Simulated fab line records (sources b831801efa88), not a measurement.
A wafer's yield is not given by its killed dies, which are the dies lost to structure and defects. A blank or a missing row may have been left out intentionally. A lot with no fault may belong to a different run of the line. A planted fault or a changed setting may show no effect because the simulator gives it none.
Which of the tools did it? / flow gf180mcu / 24 lots with 72 wafers sampled at 6 steps, on a route of 602 steps

== WHAT THE GAUGES SHOWED, per wafer ==
The record holds no reading of a measuring or inspecting step that can be judged against a usual standard deviation.

== WHAT TOOL EACH LOT RAN ON (gives the tool, then ch and the chambers of the sampled wafers, and finally the start) ==
lot=L074; GF_V2_CMP_04=cmp-02 ch 0,1,2, day 19 09:04; GF_V2_SPUTTER_22=pvdSputter-04, day 20 10:58; GF_M4_SPUTTER_02=pvdSputter-02, day 22 14:55; GF_M4_SPUTTER_03=pvdSputter-02, day 22 14:56; GF_M4_SPUTTER_04=pvdSputter-02, day 22 14:58; GF_V4_ETCH_16=rieDiel-03 ch 0,2,3, day 24 13:11
lot=L075; GF_V2_CMP_04=cmp-01 ch 0,1,2, day 19 17:08; GF_V2_SPUTTER_22=pvdSputter-02, day 20 18:02; GF_M4_SPUTTER_02=pvdSputter-03, day 22 20:40; GF_M4_SPUTTER_03=pvdSputter-03, day 22 20:42; GF_M4_SPUTTER_04=pvdSputter-03, day 22 20:43; GF_V4_ETCH_16=rieDiel-02 ch 0,2,3, day 24 18:59
lot=L076; GF_V2_CMP_04=cmp-02 ch 2,3, day 20 04:31; GF_V2_SPUTTER_22=pvdSputter-02, day 21 06:09; GF_M4_SPUTTER_02=pvdSputter-03, day 23 08:29; GF_M4_SPUTTER_03=pvdSputter-03, day 23 08:31; GF_M4_SPUTTER_04=pvdSputter-03, day 23 08:32; GF_V4_ETCH_16=rieDiel-04 ch 0,3, day 25 06:46
lot=L077; GF_V2_CMP_04=cmp-02 ch 1,2, day 20 12:35; GF_V2_SPUTTER_22=pvdSputter-03, day 21 14:14; GF_M4_SPUTTER_02=pvdSputter-03, day 23 16:49; GF_M4_SPUTTER_03=pvdSputter-03, day 23 16:50; GF_M4_SPUTTER_04=pvdSputter-03, day 23 16:52; GF_V4_ETCH_16=rieDiel-02 ch 0,1, day 25 14:25
lot=L078; GF_V2_CMP_04=cmp-02 ch 0,3, day 20 20:29; GF_V2_SPUTTER_22=pvdSputter-02, day 21 21:41; GF_M4_SPUTTER_02=pvdSputter-02, day 24 00:04; GF_M4_SPUTTER_03=pvdSputter-02, day 24 00:06; GF_M4_SPUTTER_04=pvdSputter-02, day 24 00:07; GF_V4_ETCH_16=rieDiel-04 ch 0,2, day 25 21:50
lot=L079; GF_V2_CMP_04=cmp-02 ch 0,1,2, day 21 05:08; GF_V2_SPUTTER_22=pvdSputter-04, day 22 06:35; GF_M4_SPUTTER_02=pvdSputter-01, day 24 08:18; GF_M4_SPUTTER_03=pvdSputter-01, day 24 08:20; GF_M4_SPUTTER_04=pvdSputter-01, day 24 08:21; GF_V4_ETCH_16=rieDiel-03 ch 2,3, day 26 04:52
lot=L080; GF_V2_CMP_04=cmp-02 ch 0,1,3, day 21 22:52; GF_V2_SPUTTER_22=pvdSputter-02, day 22 23:52; GF_M4_SPUTTER_02=pvdSputter-02, day 24 23:31; GF_M4_SPUTTER_03=pvdSputter-02, day 24 23:32; GF_M4_SPUTTER_04=pvdSputter-02, day 24 23:34; GF_V4_ETCH_16=rieDiel-02 ch 0,1,2, day 26 20:20
lot=L081; GF_V2_CMP_04=cmp-02 ch 0,1,2, day 22 11:09; GF_V2_SPUTTER_22=pvdSputter-03, day 23 11:27; GF_M4_SPUTTER_02=pvdSputter-03, day 25 11:50; GF_M4_SPUTTER_03=pvdSputter-03, day 25 11:52; GF_M4_SPUTTER_04=pvdSputter-03, day 25 11:53; GF_V4_ETCH_16=rieDiel-03 ch 0,1,3, day 27 07:11
lot=L082; GF_V2_CMP_04=cmp-01 ch 0,1,2, day 22 15:06; GF_V2_SPUTTER_22=pvdSputter-04, day 23 15:07; GF_M4_SPUTTER_02=pvdSputter-02, day 25 14:40; GF_M4_SPUTTER_03=pvdSputter-02, day 25 14:41; GF_M4_SPUTTER_04=pvdSputter-02, day 25 14:43; GF_V4_ETCH_16=rieDiel-03 ch 1,3, day 27 09:23
lot=L083; GF_V2_CMP_04=cmp-01 ch 0,1,3, day 22 20:58; GF_V2_SPUTTER_22=pvdSputter-03, day 23 20:48; GF_M4_SPUTTER_02=pvdSputter-02, day 25 20:09; GF_M4_SPUTTER_03=pvdSputter-02, day 25 20:11; GF_M4_SPUTTER_04=pvdSputter-02, day 25 20:12; GF_V4_ETCH_16=rieDiel-02 ch 0,1,3, day 27 15:11
lot=L084; GF_V2_CMP_04=cmp-02 ch 0,2,3, day 23 06:16; GF_V2_SPUTTER_22=pvdSputter-02, day 24 05:26; GF_M4_SPUTTER_02=pvdSputter-01, day 26 03:31; GF_M4_SPUTTER_03=pvdSputter-01, day 26 03:32; GF_M4_SPUTTER_04=pvdSputter-01, day 26 03:34; GF_V4_ETCH_16=rieDiel-02 ch 1,2,3, day 28 01:38
lot=L085; GF_V2_CMP_04=cmp-01 ch 0,1, day 23 09:05; GF_V2_SPUTTER_22=pvdSputter-03, day 24 08:39; GF_M4_SPUTTER_02=pvdSputter-03, day 26 07:48; GF_M4_SPUTTER_03=pvdSputter-03, day 26 07:50; GF_M4_SPUTTER_04=pvdSputter-03, day 26 07:51; GF_V4_ETCH_16=rieDiel-03 ch 0,3, day 28 02:26
lot=L086; GF_V2_CMP_04=cmp-02 ch 0,1,2, day 23 18:02; GF_V2_SPUTTER_22=pvdSputter-04, day 24 17:20; GF_M4_SPUTTER_02=pvdSputter-03, day 26 16:15; GF_M4_SPUTTER_03=pvdSputter-03, day 26 16:17; GF_M4_SPUTTER_04=pvdSputter-03, day 26 16:18; GF_V4_ETCH_16=rieDiel-04 ch 1,2, day 28 09:29
lot=L087; GF_V2_CMP_04=cmp-01 ch 0,2,3, day 24 06:29; GF_V2_SPUTTER_22=pvdSputter-04, day 25 05:29; GF_M4_SPUTTER_02=pvdSputter-03, day 27 03:16; GF_M4_SPUTTER_03=pvdSputter-03, day 27 03:18; GF_M4_SPUTTER_04=pvdSputter-03, day 27 03:19; GF_V4_ETCH_16=rieDiel-04 ch 0,1,3, day 28 20:28
lot=L088; GF_V2_CMP_04=cmp-02 ch 2,3, day 24 17:20; GF_V2_SPUTTER_22=pvdSputter-02, day 25 16:21; GF_M4_SPUTTER_02=pvdSputter-02, day 27 12:52; GF_M4_SPUTTER_03=pvdSputter-02, day 27 12:53; GF_M4_SPUTTER_04=pvdSputter-02, day 27 12:55; GF_V4_ETCH_16=rieDiel-02 ch 0,3, day 29 06:05
lot=L089; GF_V2_CMP_04=cmp-02 ch 0,1,3, day 24 21:11; GF_V2_SPUTTER_22=pvdSputter-03, day 25 19:46; GF_M4_SPUTTER_02=pvdSputter-03, day 27 16:59; GF_M4_SPUTTER_03=pvdSputter-03, day 27 17:01; GF_M4_SPUTTER_04=pvdSputter-03, day 27 17:02; GF_V4_ETCH_16=rieDiel-03 ch 2,3, day 29 10:08
lot=L090; GF_V2_CMP_04=cmp-01 ch 1,2,3, day 25 01:05; GF_V2_SPUTTER_22=pvdSputter-04, day 25 23:39; GF_M4_SPUTTER_02=pvdSputter-02, day 27 21:27; GF_M4_SPUTTER_03=pvdSputter-02, day 27 21:29; GF_M4_SPUTTER_04=pvdSputter-02, day 27 21:30; GF_V4_ETCH_16=rieDiel-04 ch 0,1,2, day 29 13:31
lot=L091; GF_V2_CMP_04=cmp-01 ch 0,1,2, day 25 13:08; GF_V2_SPUTTER_22=pvdSputter-02, day 26 11:44; GF_M4_SPUTTER_02=pvdSputter-03, day 28 07:49; GF_M4_SPUTTER_03=pvdSputter-03, day 28 07:50; GF_M4_SPUTTER_04=pvdSputter-03, day 28 07:52; GF_V4_ETCH_16=rieDiel-02 ch 1,2, day 29 23:26
lot=L092; GF_V2_CMP_04=cmp-02 ch 0,2,3, day 25 15:05; GF_V2_SPUTTER_22=pvdSputter-02, day 26 13:03; GF_M4_SPUTTER_02=pvdSputter-02, day 28 09:13; GF_M4_SPUTTER_03=pvdSputter-02, day 28 09:14; GF_M4_SPUTTER_04=pvdSputter-02, day 28 09:16; GF_V4_ETCH_16=rieDiel-02 ch 0,1,2, day 30 01:41
lot=L093; GF_V2_CMP_04=cmp-01 ch 0,3, day 26 01:16; GF_V2_SPUTTER_22=pvdSputter-02, day 26 22:49; GF_M4_SPUTTER_02=pvdSputter-03, day 28 18:49; GF_M4_SPUTTER_03=pvdSputter-03, day 28 18:50; GF_M4_SPUTTER_04=pvdSputter-03, day 28 18:52; GF_V4_ETCH_16=rieDiel-04 ch 0,2,3, day 30 10:14
lot=L094; GF_V2_CMP_04=cmp-01 ch 1,3, day 26 14:45; GF_V2_SPUTTER_22=pvdSputter-03, day 27 12:24; GF_M4_SPUTTER_02=pvdSputter-02, day 29 07:35; GF_M4_SPUTTER_03=pvdSputter-02, day 29 07:37; GF_M4_SPUTTER_04=pvdSputter-02, day 29 07:38; GF_V4_ETCH_16=rieDiel-03 ch 1,3, day 30 21:47
lot=L095; GF_V2_CMP_04=cmp-02 ch 0,1,3, day 26 16:22; GF_V2_SPUTTER_22=pvdSputter-03, day 27 13:41; GF_M4_SPUTTER_02=pvdSputter-01, day 29 08:23; GF_M4_SPUTTER_03=pvdSputter-01, day 29 08:25; GF_M4_SPUTTER_04=pvdSputter-01, day 29 08:26; GF_V4_ETCH_16=rieDiel-02 ch 0,1,2, day 30 23:56
lot=L096; GF_V2_CMP_04=cmp-01 ch 1,2,3, day 27 00:35; GF_V2_SPUTTER_22=pvdSputter-04, day 27 21:52; GF_M4_SPUTTER_02=pvdSputter-01, day 29 16:44; GF_M4_SPUTTER_03=pvdSputter-01, day 29 16:46; GF_M4_SPUTTER_04=pvdSputter-01, day 29 16:47; GF_V4_ETCH_16=rieDiel-03 ch 1,2,3, day 31 06:29
lot=L097; GF_V2_CMP_04=cmp-02 ch 0,2, day 27 07:27; GF_V2_SPUTTER_22=pvdSputter-02, day 28 04:27; GF_M4_SPUTTER_02=pvdSputter-03, day 29 22:10; GF_M4_SPUTTER_03=pvdSputter-03, day 29 22:11; GF_M4_SPUTTER_04=pvdSputter-03, day 29 22:13; GF_V4_ETCH_16=rieDiel-03 ch 2,3, day 31 11:41
- GF_V2_CMP_04: polishes SiO2.
- GF_V2_SPUTTER_22: material TiN, target thk 10 nm, time 40 s.
- GF_M4_SPUTTER_02: material AlCu, target thk 450 nm, time 23.9 s.
- GF_M4_SPUTTER_03: material Ti, target thk 10 nm, time 6.7 s.
- GF_M4_SPUTTER_04: material TiN, target thk 50 nm, time 41.7 s.
- GF_V4_ETCH_16: etches BARC in N2/H2.

== AS READ BY THE TOOLS THEMSELVES (means over the sampled wafers that have a number; for cases with no such wafer, the mark the record gives instead) ==
GF_V2_CMP_04. Usual: motorCurrentA 12.0 A, standard deviation 1.1; platenRpm 60.01 rpm, standard deviation 0.042; retainingRingPressureFrac 1.000, standard deviation 0.0047; timeToEndpointS 78 s, standard deviation 6.3.
lot=L074; tool=cmp-02; motorCurrentA (A)=10.9; platenRpm (rpm)=60.02; retainingRingPressureFrac=0.998; timeToEndpointS (s)=72; flag=
lot=L075; tool=cmp-01; motorCurrentA (A)=13.0; platenRpm (rpm)=60.01; retainingRingPressureFrac=0.995; timeToEndpointS (s)=80; flag=
lot=L076; tool=cmp-02; motorCurrentA (A)=12.2; platenRpm (rpm)=59.98; retainingRingPressureFrac=1.000; timeToEndpointS (s)=77; flag=
lot=L077; tool=cmp-02; motorCurrentA (A)=10.9; platenRpm (rpm)=59.98; retainingRingPressureFrac=0.997; timeToEndpointS (s)=73; flag=
lot=L078; tool=cmp-02; motorCurrentA (A)=12.1; platenRpm (rpm)=60.01; retainingRingPressureFrac=1.001; timeToEndpointS (s)=78; flag=
lot=L079; tool=cmp-02; motorCurrentA (A)=10.7; platenRpm (rpm)=60.01; retainingRingPressureFrac=1.001; timeToEndpointS (s)=74; flag=
lot=L080; tool=cmp-02; motorCurrentA (A)=12.0; platenRpm (rpm)=60.05; retainingRingPressureFrac=1.003; timeToEndpointS (s)=68; flag=
lot=L081; tool=cmp-02; motorCurrentA (A)=11.3; platenRpm (rpm)=60.00; retainingRingPressureFrac=1.001; timeToEndpointS (s)=73; flag=
lot=L082; tool=cmp-01; motorCurrentA (A)=12.8; platenRpm (rpm)=60.04; retainingRingPressureFrac=1.000; timeToEndpointS (s)=76; flag=
lot=L083; tool=cmp-01; motorCurrentA (A)=12.9; platenRpm (rpm)=59.99; retainingRingPressureFrac=0.998; timeToEndpointS (s)=81; flag=
lot=L084; tool=cmp-02; motorCurrentA (A)=11.6; platenRpm (rpm)=60.00; retainingRingPressureFrac=1.003; timeToEndpointS (s)=73; flag=
lot=L085; tool=cmp-01; motorCurrentA (A)=13.3; platenRpm (rpm)=59.97; retainingRingPressureFrac=1.000; timeToEndpointS (s)=80; flag=
lot=L086; tool=cmp-02; motorCurrentA (A)=11.2; platenRpm (rpm)=60.00; retainingRingPressureFrac=1.002; timeToEndpointS (s)=72; flag=
lot=L087; tool=cmp-01; motorCurrentA (A)=12.7; platenRpm (rpm)=60.03; retainingRingPressureFrac=0.995; timeToEndpointS (s)=78; flag=
lot=L088; tool=cmp-02; motorCurrentA (A)=10.9; platenRpm (rpm)=60.03; retainingRingPressureFrac=1.000; timeToEndpointS (s)=78; flag=
lot=L089; tool=cmp-02; motorCurrentA (A)=11.9; platenRpm (rpm)=60.00; retainingRingPressureFrac=0.997; timeToEndpointS (s)=81; flag=
lot=L090; tool=cmp-01; motorCurrentA (A)=12.9; platenRpm (rpm)=60.02; retainingRingPressureFrac=0.995; timeToEndpointS (s)=82; flag=
lot=L091; tool=cmp-01; motorCurrentA (A)=12.7; platenRpm (rpm)=59.99; retainingRingPressureFrac=0.995; timeToEndpointS (s)=80; flag=
lot=L092; tool=cmp-02; motorCurrentA (A)=11.6; platenRpm (rpm)=59.99; retainingRingPressureFrac=1.008; timeToEndpointS (s)=80; flag=
lot=L093; tool=cmp-01; motorCurrentA (A)=12.9; platenRpm (rpm)=60.05; retainingRingPressureFrac=1.003; timeToEndpointS (s)=87; flag=
lot=L094; tool=cmp-01; motorCurrentA (A)=12.9; platenRpm (rpm)=60.00; retainingRingPressureFrac=0.998; timeToEndpointS (s)=80; flag=
lot=L095; tool=cmp-02; motorCurrentA (A)=12.3; platenRpm (rpm)=60.00; retainingRingPressureFrac=1.005; timeToEndpointS (s)=81; flag=
lot=L096; tool=cmp-01; motorCurrentA (A)=12.8; platenRpm (rpm)=59.97; retainingRingPressureFrac=0.999; timeToEndpointS (s)=79; flag=
lot=L097; tool=cmp-02; motorCurrentA (A)=10.7; platenRpm (rpm)=60.01; retainingRingPressureFrac=0.998; timeToEndpointS (s)=79; flag=

GF_V2_SPUTTER_22. Usual: throttleValvePct at 29.8 %, with a standard deviation of 0.93.
lot=L074; tool=pvdSputter-04; throttleValvePct (%)=29.9; flag=
lot=L075; tool=pvdSputter-02; throttleValvePct (%)=29.8; flag=
lot=L076; tool=pvdSputter-02; throttleValvePct (%)=29.9; flag=
lot=L077; tool=pvdSputter-03; throttleValvePct (%)=30.0; flag=
lot=L078; tool=pvdSputter-02; throttleValvePct (%)=29.4; flag=
lot=L079; tool=pvdSputter-04; throttleValvePct (%)=30.4; flag=
lot=L080; tool=pvdSputter-02; throttleValvePct (%)=29.4; flag=
lot=L081; tool=pvdSputter-03; throttleValvePct (%)=29.9; flag=
lot=L082; tool=pvdSputter-04; throttleValvePct (%)=29.5; flag=
lot=L083; tool=pvdSputter-03; throttleValvePct (%)=30.4; flag=
lot=L084; tool=pvdSputter-02; throttleValvePct (%)=29.5; flag=
lot=L085; tool=pvdSputter-03; throttleValvePct (%)=30.0; flag=
lot=L086; tool=pvdSputter-04; throttleValvePct (%)=29.8; flag=
lot=L087; tool=pvdSputter-04; throttleValvePct (%)=29.9; flag=
lot=L088; tool=pvdSputter-02; throttleValvePct (%)=29.7; flag=
lot=L089; tool=pvdSputter-03; throttleValvePct (%)=30.0; flag=
lot=L090; tool=pvdSputter-04; throttleValvePct (%)=29.8; flag=
lot=L091; tool=pvdSputter-02; throttleValvePct (%)=29.8; flag=
lot=L092; tool=pvdSputter-02; throttleValvePct (%)=30.3; flag=
lot=L093; tool=pvdSputter-02; throttleValvePct (%)=30.2; flag=
lot=L094; tool=pvdSputter-03; throttleValvePct (%)=30.4; flag=
lot=L095; tool=pvdSputter-03; throttleValvePct (%)=29.4; flag=
lot=L096; tool=pvdSputter-04; throttleValvePct (%)=30.4; flag=
lot=L097; tool=pvdSputter-02; throttleValvePct (%)=29.8; flag=

GF_M4_SPUTTER_02. Usual: throttleValvePct at 29.8 %, with a standard deviation of 1.1.
lot=L074; tool=pvdSputter-02; throttleValvePct (%)=30.0; flag=
lot=L075; tool=pvdSputter-03; throttleValvePct (%)=31.0; flag=
lot=L076; tool=pvdSputter-03; throttleValvePct (%)=28.5; flag=
lot=L077; tool=pvdSputter-03; throttleValvePct (%)=28.8; flag=
lot=L078; tool=pvdSputter-02; throttleValvePct (%)=29.5; flag=
lot=L079; tool=pvdSputter-01; throttleValvePct (%)=29.0; flag=
lot=L080; tool=pvdSputter-02; throttleValvePct (%)=29.5; flag=
lot=L081; tool=pvdSputter-03; throttleValvePct (%)=29.4; flag=
lot=L082; tool=pvdSputter-02; throttleValvePct (%)=29.3; flag=
lot=L083; tool=pvdSputter-02; throttleValvePct (%)=29.8; flag=
lot=L084; tool=pvdSputter-01; throttleValvePct (%)=29.9; flag=
lot=L085; tool=pvdSputter-03; throttleValvePct (%)=29.9; flag=
lot=L086; tool=pvdSputter-03; throttleValvePct (%)=30.4; flag=
lot=L087; tool=pvdSputter-03; throttleValvePct (%)=29.3; flag=
lot=L088; tool=pvdSputter-02; throttleValvePct (%)=29.7; flag=
lot=L089; tool=pvdSputter-03; throttleValvePct (%)=29.4; flag=
lot=L090; tool=pvdSputter-02; throttleValvePct (%)=29.2; flag=
lot=L091; tool=pvdSputter-03; throttleValvePct (%)=29.3; flag=
lot=L092; tool=pvdSputter-02; throttleValvePct (%)=29.5; flag=
lot=L093; tool=pvdSputter-03; throttleValvePct (%)=31.2; flag=
lot=L094; tool=pvdSputter-02; throttleValvePct (%)=30.1; flag=
lot=L095; tool=pvdSputter-01; throttleValvePct (%)=30.1; flag=
lot=L096; tool=pvdSputter-01; throttleValvePct (%)=31.2; flag=
lot=L097; tool=pvdSputter-03; throttleValvePct (%)=29.1; flag=

GF_M4_SPUTTER_03. Usual: throttleValvePct at 29.8 %, with a standard deviation of 1.1.
lot=L074; tool=pvdSputter-02; throttleValvePct (%)=30.1; flag=
lot=L075; tool=pvdSputter-03; throttleValvePct (%)=31.3; flag=
lot=L076; tool=pvdSputter-03; throttleValvePct (%)=28.6; flag=
lot=L077; tool=pvdSputter-03; throttleValvePct (%)=28.9; flag=
lot=L078; tool=pvdSputter-02; throttleValvePct (%)=29.5; flag=
lot=L079; tool=pvdSputter-01; throttleValvePct (%)=29.1; flag=
lot=L080; tool=pvdSputter-02; throttleValvePct (%)=29.5; flag=
lot=L081; tool=pvdSputter-03; throttleValvePct (%)=29.4; flag=
lot=L082; tool=pvdSputter-02; throttleValvePct (%)=29.3; flag=
lot=L083; tool=pvdSputter-02; throttleValvePct (%)=29.7; flag=
lot=L084; tool=pvdSputter-01; throttleValvePct (%)=29.7; flag=
lot=L085; tool=pvdSputter-03; throttleValvePct (%)=29.7; flag=
lot=L086; tool=pvdSputter-03; throttleValvePct (%)=30.5; flag=
lot=L087; tool=pvdSputter-03; throttleValvePct (%)=29.1; flag=
lot=L088; tool=pvdSputter-02; throttleValvePct (%)=29.6; flag=
lot=L089; tool=pvdSputter-03; throttleValvePct (%)=29.3; flag=
lot=L090; tool=pvdSputter-02; throttleValvePct (%)=29.2; flag=
lot=L091; tool=pvdSputter-03; throttleValvePct (%)=29.2; flag=
lot=L092; tool=pvdSputter-02; throttleValvePct (%)=29.4; flag=
lot=L093; tool=pvdSputter-03; throttleValvePct (%)=31.3; flag=
lot=L094; tool=pvdSputter-02; throttleValvePct (%)=30.1; flag=
lot=L095; tool=pvdSputter-01; throttleValvePct (%)=30.1; flag=
lot=L096; tool=pvdSputter-01; throttleValvePct (%)=31.3; flag=
lot=L097; tool=pvdSputter-03; throttleValvePct (%)=29.2; flag=

GF_M4_SPUTTER_04. Usual: throttleValvePct at 29.8 %, with a standard deviation of 1.1.
lot=L074; tool=pvdSputter-02; throttleValvePct (%)=30.0; flag=
lot=L075; tool=pvdSputter-03; throttleValvePct (%)=31.2; flag=
lot=L076; tool=pvdSputter-03; throttleValvePct (%)=28.6; flag=
lot=L077; tool=pvdSputter-03; throttleValvePct (%)=28.8; flag=
lot=L078; tool=pvdSputter-02; throttleValvePct (%)=29.4; flag=
lot=L079; tool=pvdSputter-01; throttleValvePct (%)=29.1; flag=
lot=L080; tool=pvdSputter-02; throttleValvePct (%)=29.6; flag=
lot=L081; tool=pvdSputter-03; throttleValvePct (%)=29.4; flag=
lot=L082; tool=pvdSputter-02; throttleValvePct (%)=29.2; flag=
lot=L083; tool=pvdSputter-02; throttleValvePct (%)=29.9; flag=
lot=L084; tool=pvdSputter-01; throttleValvePct (%)=29.8; flag=
lot=L085; tool=pvdSputter-03; throttleValvePct (%)=29.7; flag=
lot=L086; tool=pvdSputter-03; throttleValvePct (%)=30.5; flag=
lot=L087; tool=pvdSputter-03; throttleValvePct (%)=29.3; flag=
lot=L088; tool=pvdSputter-02; throttleValvePct (%)=29.6; flag=
lot=L089; tool=pvdSputter-03; throttleValvePct (%)=29.2; flag=
lot=L090; tool=pvdSputter-02; throttleValvePct (%)=29.3; flag=
lot=L091; tool=pvdSputter-03; throttleValvePct (%)=29.3; flag=
lot=L092; tool=pvdSputter-02; throttleValvePct (%)=29.5; flag=
lot=L093; tool=pvdSputter-03; throttleValvePct (%)=31.2; flag=
lot=L094; tool=pvdSputter-02; throttleValvePct (%)=29.9; flag=
lot=L095; tool=pvdSputter-01; throttleValvePct (%)=30.0; flag=
lot=L096; tool=pvdSputter-01; throttleValvePct (%)=31.2; flag=
lot=L097; tool=pvdSputter-03; throttleValvePct (%)=29.2; flag=

GF_V4_ETCH_16. Usual: drypumpMotorCurrentA 5.9 A, standard deviation 0.54; oesProductAu 0.855 a.u., standard deviation 0.0047; rfFwdPowerW 494.2 W, standard deviation 1.8; throttleValvePct 13.224 %, standard deviation 0.0087.
lot=L074; tool=rieDiel-03; drypumpMotorCurrentA (A)=6.1; oesProductAu (a.u.)=0.857; rfFwdPowerW (W)=494.6; throttleValvePct (%)=13.233; flag=
lot=L075; tool=rieDiel-02; drypumpMotorCurrentA (A)=5.8; oesProductAu (a.u.)=0.853; rfFwdPowerW (W)=492.9; throttleValvePct (%)=13.231; flag=
lot=L076; tool=rieDiel-04; drypumpMotorCurrentA (A)=6.2; oesProductAu (a.u.)=0.853; rfFwdPowerW (W)=494.9; throttleValvePct (%)=13.230; flag=
lot=L077; tool=rieDiel-02; drypumpMotorCurrentA (A)=6.1; oesProductAu (a.u.)=0.855; rfFwdPowerW (W)=495.8; throttleValvePct (%)=13.222; flag=
lot=L078; tool=rieDiel-04; drypumpMotorCurrentA (A)=5.5; oesProductAu (a.u.)=0.846; rfFwdPowerW (W)=495.0; throttleValvePct (%)=13.226; flag=
lot=L079; tool=rieDiel-03; drypumpMotorCurrentA (A)=6.6; oesProductAu (a.u.)=0.854; rfFwdPowerW (W)=490.7; throttleValvePct (%)=13.227; flag=
lot=L080; tool=rieDiel-02; drypumpMotorCurrentA (A)=5.9; oesProductAu (a.u.)=0.855; rfFwdPowerW (W)=494.7; throttleValvePct (%)=13.217; flag=
lot=L081; tool=rieDiel-03; drypumpMotorCurrentA (A)=5.6; oesProductAu (a.u.)=0.853; rfFwdPowerW (W)=494.7; throttleValvePct (%)=13.220; flag=
lot=L082; tool=rieDiel-03; drypumpMotorCurrentA (A)=5.6; oesProductAu (a.u.)=0.855; rfFwdPowerW (W)=495.7; throttleValvePct (%)=13.225; flag=
lot=L083; tool=rieDiel-02; drypumpMotorCurrentA (A)=6.0; oesProductAu (a.u.)=0.855; rfFwdPowerW (W)=492.9; throttleValvePct (%)=13.213; flag=
lot=L084; tool=rieDiel-02; drypumpMotorCurrentA (A)=5.7; oesProductAu (a.u.)=0.860; rfFwdPowerW (W)=495.2; throttleValvePct (%)=13.221; flag=
lot=L085; tool=rieDiel-03; drypumpMotorCurrentA (A)=6.1; oesProductAu (a.u.)=0.859; rfFwdPowerW (W)=495.3; throttleValvePct (%)=13.217; flag=
lot=L086; tool=rieDiel-04; drypumpMotorCurrentA (A)=6.0; oesProductAu (a.u.)=0.855; rfFwdPowerW (W)=494.1; throttleValvePct (%)=13.223; flag=
lot=L087; tool=rieDiel-04; drypumpMotorCurrentA (A)=6.0; oesProductAu (a.u.)=0.853; rfFwdPowerW (W)=494.1; throttleValvePct (%)=13.224; flag=
lot=L088; tool=rieDiel-02; drypumpMotorCurrentA (A)=5.9; oesProductAu (a.u.)=0.853; rfFwdPowerW (W)=493.2; throttleValvePct (%)=13.227; flag=
lot=L089; tool=rieDiel-03; drypumpMotorCurrentA (A)=6.5; oesProductAu (a.u.)=0.859; rfFwdPowerW (W)=495.3; throttleValvePct (%)=13.232; flag=
lot=L090; tool=rieDiel-04; drypumpMotorCurrentA (A)=5.7; oesProductAu (a.u.)=0.853; rfFwdPowerW (W)=492.6; throttleValvePct (%)=13.226; flag=
lot=L091; tool=rieDiel-02; drypumpMotorCurrentA (A)=5.6; oesProductAu (a.u.)=0.854; rfFwdPowerW (W)=493.9; throttleValvePct (%)=13.225; flag=
lot=L092; tool=rieDiel-02; drypumpMotorCurrentA (A)=5.9; oesProductAu (a.u.)=0.854; rfFwdPowerW (W)=494.1; throttleValvePct (%)=13.226; flag=
lot=L093; tool=rieDiel-04; drypumpMotorCurrentA (A)=6.0; oesProductAu (a.u.)=0.858; rfFwdPowerW (W)=493.6; throttleValvePct (%)=13.218; flag=
lot=L094; tool=rieDiel-03; drypumpMotorCurrentA (A)=6.0; oesProductAu (a.u.)=0.859; rfFwdPowerW (W)=494.6; throttleValvePct (%)=13.219; flag=
lot=L095; tool=rieDiel-02; drypumpMotorCurrentA (A)=5.9; oesProductAu (a.u.)=0.849; rfFwdPowerW (W)=492.8; throttleValvePct (%)=13.235; flag=
lot=L096; tool=rieDiel-03; drypumpMotorCurrentA (A)=6.1; oesProductAu (a.u.)=0.854; rfFwdPowerW (W)=495.1; throttleValvePct (%)=13.220; flag=
lot=L097; tool=rieDiel-03; drypumpMotorCurrentA (A)=6.5; oesProductAu (a.u.)=0.857; rfFwdPowerW (W)=495.5; throttleValvePct (%)=13.223; flag=

== THE ANSWER, worked out from the rows above alone ==
Rule: a lot counts as off when the mean over its wafers that have a number is more than 3 standard deviations away from the usual mean. A lot without any number at a reading at which 4 lots or more have one is off too. Where the step has rows for the other lots, those lots are counted as sound. The gauges are gone through in route order, then the tools' own readings, and for those a lot's mean is taken as printed above. The first step at which some lot is off is used, and at that step the reading that is off furthest; a lot without a number counts as furthest.
No lot is off on any of the readings shown, so nothing can be concluded from this.

== WHAT THE SIMULATOR PUT IN ==
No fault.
